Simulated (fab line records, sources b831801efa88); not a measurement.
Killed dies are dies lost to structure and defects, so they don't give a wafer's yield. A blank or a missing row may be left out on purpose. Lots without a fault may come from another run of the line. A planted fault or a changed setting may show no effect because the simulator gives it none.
Split-lot experiment | flow sfq_line | 5 lots, 23 wafers read, on a route of 325 steps

THE SPLIT
At SFQ_TRILAYER_M6_LITHO_COAT_159 (resist thk 600 nm), the setting resist_thk_nm was moved away from the recipe's 600 nm on 10 of the 23 wafers read, by -4.9% to +4.0%. The other wafers ran this setting at the recipe's value.

FROM THE SPLIT TO THE READING: what the file shows between them, 1 step
- SFQ_TRILAYER_M6_BARC_OPEN_METAL_ETCH_206: etches BARC in O2, target depth 125 nm, time 41.7 s (also split here: icp_w)

THE READING
KrF_of_TRILAYER_M6_LITHO_COAT_159.thk_nm (the simulator's own value, which no gauge read), in nm, at SFQ_TRILAYER_M6_ETCH_METAL_ETCH_162 (etches Nb in Cl2/Ar, stops on SiO2, target depth 240 nm, time 120 s). The file gives no usual value for it. The 13 wafers here that ran the recipe average 379.6 nm, standard deviation 2.8 nm.

wafer  | tool, chamber at the split | resist_thk_nm as run, nm | against the recipe | KrF_of_TRILAYER_M6_LITHO_COAT_159.thk_nm, nm | against lot-mates on the recipe
L074.1 | litho_track-03, 0          | 600                      | recipe             | 378.1                                        | -
L074.3 | litho_track-03, 0          | 600                      | recipe             | 377.4                                        | -
L074.6 | litho_track-03, 0          | 600                      | recipe             | 379.3                                        | -
L075.2 | litho_track-03, 0          | 570.5                    | -4.9%              | 349.1                                        | -30.9
L075.3 | litho_track-03, 0          | 570.5                    | -4.9%              | 349.2                                        | -30.8
L075.4 | litho_track-03, 0          | 570.5                    | -4.9%              | 351.5                                        | -28.5
L075.5 | litho_track-03, 0          | 600                      | recipe             | 379.9                                        | -
L075.6 | litho_track-03, 0          | 600                      | recipe             | 380.2                                        | -
L079.1 | litho_track-04, 0          | 577.6                    | -3.7%              | 357                                          | -21.7
L079.3 | litho_track-04, 0          | 577.6                    | -3.7%              | 351.4                                        | -27.3
L079.4 | litho_track-04, 0          | 600                      | recipe             | 381.5                                        | -
L079.5 | litho_track-04, 0          | 600                      | recipe             | 379.8                                        | -
L079.6 | litho_track-04, 0          | 600                      | recipe             | 374.7                                        | -
L083.1 | litho_track-02, 0          | 623.8                    | +4.0%              | 407.6                                        | +25.2
L083.2 | litho_track-02, 0          | 623.8                    | +4.0%              | 402.2                                        | +19.8
L083.3 | litho_track-02, 0          | 600                      | recipe             | 385.5                                        | -
L083.4 | litho_track-02, 0          | 600                      | recipe             | 378.1                                        | -
L083.6 | litho_track-02, 0          | 600                      | recipe             | 383.7                                        | -
L084.1 | litho_track-02, 0          | 623.8                    | +4.0%              | 398.3                                        | +19.9
L084.2 | litho_track-02, 0          | 600                      | recipe             | 376.2                                        | -
L084.3 | litho_track-02, 0          | 600                      | recipe             | 380.6                                        | -
L084.4 | litho_track-02, 0          | 623.8                    | +4.0%              | 400.4                                        | +22.0
L084.5 | litho_track-02, 0          | 623.8                    | +4.0%              | 400.3                                        | +21.9

THE FIT
A straight line over all 23 wafers: KrF_of_TRILAYER_M6_LITHO_COAT_159.thk_nm changes by +5.95 nm for each +1% of resist_thk_nm; r = +0.99; the points scatter about the line by 3 nm.
The same after taking each lot's own level away (the mean of its wafers on the recipe; 23 wafers): +5.9 nm for each +1%; r = +0.99; scatter 2.4 nm.
On that fit, the largest move of resist_thk_nm shifts the reading by 29 nm.
The lots' own levels span 378.27 to 382.43 nm, that is 1.5 times the standard deviation above.
So the lot-to-lot level changes the slope little: the two slopes agree.
Check: with one of the wafers moved furthest among these (-4.9%) left out of the fit, the line predicts -29.5 nm for it against its lot-mates. It came out at -30.9 nm against them.

OTHER SPLITS ON THESE WAFERS
These wafers also went through other splits before the reading. Each is held against what the fit with the lots' levels taken away leaves over:
other split on the same wafers                        | wafers away from the commonest value | r with KrF_of_TRILAYER_M6_LITHO_COAT_159.thk_nm (lot level and that fit taken away)
SFQ_TRILAYER_I5_LITHO_COAT_144 spin_rpm               | 11                                   | -0.14
SFQ_TRILAYER_I5_BARC_OPEN_VIA_ETCH_200 pressure_mtorr | 18                                   | +0.12
SFQ_TRILAYER_C5_LITHO_EXPOSE_152 dose_mj              | 7                                    | +0.20
SFQ_TRILAYER_M6_BARC_OPEN_METAL_ETCH_206 icp_w        | 7                                    | -0.20

THE WHOLE CHAIN: every reading that the file lists as answering this split, in the file's order
step                                     | what it does                                                        | reading                                                                                   | change (the file's fit)              | r (the file's)
SFQ_TRILAYER_M6_LITHO_COAT_159           | resist thk 600 nm                                                   | KrF_of_TRILAYER_M6_LITHO_COAT_159.thk_nm (the simulator's own value, which no gauge read) | +6.14 nm for each +1% of the setting | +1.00
SFQ_TRILAYER_M6_BARC_OPEN_METAL_ETCH_206 | etches BARC in O2, target depth 125 nm, time 41.7 s                 | KrF_of_TRILAYER_M6_LITHO_COAT_159.thk_nm (the simulator's own value, which no gauge read) | +6 nm for each +1% of the setting    | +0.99
SFQ_TRILAYER_M6_ETCH_METAL_ETCH_162      | etches Nb in Cl2/Ar, stops on SiO2, target depth 240 nm, time 120 s | KrF_of_TRILAYER_M6_LITHO_COAT_159.thk_nm (the simulator's own value, which no gauge read) | +5.93 nm for each +1% of the setting | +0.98

THE FILE'S OWN FIT
KrF_of_TRILAYER_M6_LITHO_COAT_159.thk_nm changes by +5.93 nm for each +1% of resist_thk_nm, r = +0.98.
